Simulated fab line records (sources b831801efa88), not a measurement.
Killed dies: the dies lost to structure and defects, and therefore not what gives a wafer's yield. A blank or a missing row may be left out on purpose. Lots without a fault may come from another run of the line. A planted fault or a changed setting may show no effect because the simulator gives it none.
Chamber matching ; flow sfqLine ; SFQ_TRILAYER_I0_CMP_CMP_028 on cmp-01 has 4 sister chambers
The step polishes SiO2. 8 wafers are shown with their chamber, then 9 later ones without.

## EACH WAFER AND ITS CHAMBER
wafer;chamber;motorCurrentA (A);timeToEndpointS (s)
L809.2;1;11.8;201
L809.5;1;11.9;214
L813.5;3;10.4;195
L824.2;0;8.6;202
L824.6;2;10.2;217
L826.1;0;8.6;216
L826.2;3;10.1;209
L826.5;2;10.7;222

## WAFERS WITH NO CHAMBER GIVEN
wafer;motorCurrentA (A);timeToEndpointS (s)
L828.2;10.3;212
L828.4;10.1;209
L828.5;12.0;213
L829.1;12.2;217
L829.2;9.0;217
L829.3;10.4;214
L830.1;9.7;218
L830.2;8.7;201
L830.4;11.3;209

## WHICH CHAMBER EACH WENT THROUGH
wafer;from the rows above;in truth
L828.2;can't be placed: 2 or 3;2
L828.4;can't be placed: 3 or 2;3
L828.5;1;1
L829.1;1;1
L829.2;0;0
L829.3;can't be placed: 2 or 3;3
L830.1;can't be placed: 3 or 2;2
L830.2;0;0
L830.4;can't be placed: 1 or 2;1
4 of 9 placed correctly. Cannot be placed on the basis of these rows: 5; the candidates contain the true chamber in 5. Placed wrongly: 0.
How it was worked out, from the rows above alone: a wafer's distance from a chamber is the root of the sum, over the readings, of the square of ((its reading less the chamber's mean) divided by the reading's scatter). The wafer belongs to the nearest chamber; if the next one is less than 2 further off, it can't be placed. Each chamber's mean is taken over the wafers shown for it. How the scatter is found: for the shown wafers, subtract from each reading the mean of its chamber, square and add these, divide the total by (wafers less chambers), then take the root.
